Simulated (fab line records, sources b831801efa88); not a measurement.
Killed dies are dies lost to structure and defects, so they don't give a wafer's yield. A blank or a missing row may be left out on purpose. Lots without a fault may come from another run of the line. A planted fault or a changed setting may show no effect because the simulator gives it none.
Which tool did it? | flow sky130 | 11 lots, 33 wafers sampled, at 3 steps of a route of 708

WHAT THE GAUGES READ, wafer by wafer
SKY_VIA2_THK_MEAS_01.
lot  | measured     | on            | VIA2_HDPCVD_THK (nm)
L650 | day 35 13:30 | film_metro-04 | 1180 1180 1177
L651 | day 35 19:47 | film_metro-03 | 1161 1178 1171
L652 | day 36 05:30 | film_metro-04 | 1194 1194 1183
L654 | day 36 15:44 | film_metro-01 | 1157 1178 1167
L657 | day 38 03:10 | film_metro-03 | 1176 1174 1122 1176 1174 1122
L659 | day 38 11:19 | film_metro-03 | 1172 1103 1150 1171 1104 1149
L668 | day 41 15:25 | film_metro-01 | 1172 1148 1161
L669 | day 41 16:01 | film_metro-01 | 1163 1182 1183
L670 | day 41 19:24 | film_metro-04 | 1171 1172 1169
L671 | day 41 22:28 | film_metro-01 | 1166 1182 1174
L672 | day 42 02:47 | film_metro-01 | 1172 1185 1169

WHICH TOOL RAN EACH LOT (tool, then ch and the chambers of the sampled wafers, then the start)
lot  | SKY_VIA1_SPUTTER_20          | SKY_VIA2_HDPCVD_00
L650 | pvd_sputter-03, day 34 07:59 | hdpcvd-01 ch 1,2, day 35 13:22
L651 | pvd_sputter-02, day 34 14:06 | hdpcvd-02 ch 0,2, day 35 19:40
L652 | pvd_sputter-01, day 35 00:20 | hdpcvd-01 ch 0,2, day 36 05:22
L654 | pvd_sputter-01, day 35 11:25 | hdpcvd-02 ch 0,1,2, day 36 15:37
L657 | pvd_sputter-02, day 36 22:43 | hdpcvd-02 ch 1,2, day 38 03:03
L659 | pvd_sputter-01, day 37 07:30 | hdpcvd-02 ch 0,1,2, day 38 11:11
L668 | pvd_sputter-03, day 40 12:48 | hdpcvd-02 ch 1,2, day 41 15:17
L669 | pvd_sputter-01, day 40 14:02 | hdpcvd-01 ch 0,1,2, day 41 15:52
L670 | pvd_sputter-03, day 40 17:24 | hdpcvd-01 ch 0,1,2, day 41 19:16
L671 | pvd_sputter-02, day 40 20:46 | hdpcvd-02 ch 0,1,2, day 41 22:23
L672 | pvd_sputter-02, day 41 00:34 | hdpcvd-01 ch 1,2, day 42 02:40
- SKY_VIA1_SPUTTER_20: material TiN, target thk 20 nm, time 80 s.
- SKY_VIA2_HDPCVD_00: deposits SiO2, target thk 1180 nm, time 196.7 s.

THE ANSWER, worked out from the rows above alone
Rule: what is usual is taken from the lots themselves. Put in order of their means at a reading, lots are off if they are a third of the lots or fewer, leave a main group of 4 or more, and stand apart from it by a gap of 3 or more times the standard deviation of the main group's means; of several such gaps the widest counts. A main group whose means are all the same, to the digits that the tables above print for the reading, isn't used. A lot without any number at a reading at which 4 lots or more have one is off too. The other lots that the step has rows for count as sound.
No lot is off at any reading shown: from this, nothing can be told.

WHAT THE SIMULATOR HAD PUT IN
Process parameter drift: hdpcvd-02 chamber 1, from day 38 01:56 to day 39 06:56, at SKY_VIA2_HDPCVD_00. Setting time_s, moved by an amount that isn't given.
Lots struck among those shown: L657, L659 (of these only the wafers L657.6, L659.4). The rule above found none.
